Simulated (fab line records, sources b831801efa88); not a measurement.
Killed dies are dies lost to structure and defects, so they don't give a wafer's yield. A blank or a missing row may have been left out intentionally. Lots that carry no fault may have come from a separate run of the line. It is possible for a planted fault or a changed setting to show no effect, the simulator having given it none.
Which tool was responsible?    flow sky130    at 1 step of a route of 708, 12 lots with 36 wafers sampled

== WHAT THE GAUGES READ, wafer by wafer ==
SKY_LDD_N_TW_MEAS_17.
lot   measured      on             LDD_N_TW
L075  day 18 06:57  film-metro-01  2595 2595 2598
L076  day 18 18:23  film-metro-01  2590 2603 2593
L078  day 19 12:39  film-metro-01  2575 2563 2581
L081  day 20 12:55  film-metro-02  2594 2578 2604
L083  day 21 13:04  film-metro-04  2598 2598 2597
L087  day 26 16:44  film-metro-02  2579 2592 2596
L086  day 26 17:13  film-metro-02  2596 2606 2592
L088  day 26 18:26  film-metro-01  2618 2597 2607
L095  day 26 19:37  film-metro-02  2585 2592 2594
L091  day 26 20:51  film-metro-04  2600 2618 2613
L096  day 26 22:44  film-metro-01  2607 2612 2612
L092  day 27 00:25  film-metro-04  2602 2609 2596

== WHICH TOOL RAN EACH LOT (tool, then ch and the chambers of the sampled wafers, then the start) ==
The record holds no process step before these readings.

== THE ANSWER, worked out from the rows above alone ==
Rule: what is usual is taken from the lots themselves. The widest of any qualifying gaps counts: lots, ordered by their means at a reading, are off when they make up no more than a third of the lots, leave a main group of 4 or more, and stand apart from it by 3 or more times the standard deviation of that group's means. If all means in a main group match to the digits the tables above print for the reading, that group is not used. Also off: a lot with no number at a reading for which 4 or more lots have one. The other lots that the step has rows for count as sound.
Across all readings shown, no lot is off: no conclusion can be drawn from this.

== WHAT THE SIMULATOR HAD INSERTED ==
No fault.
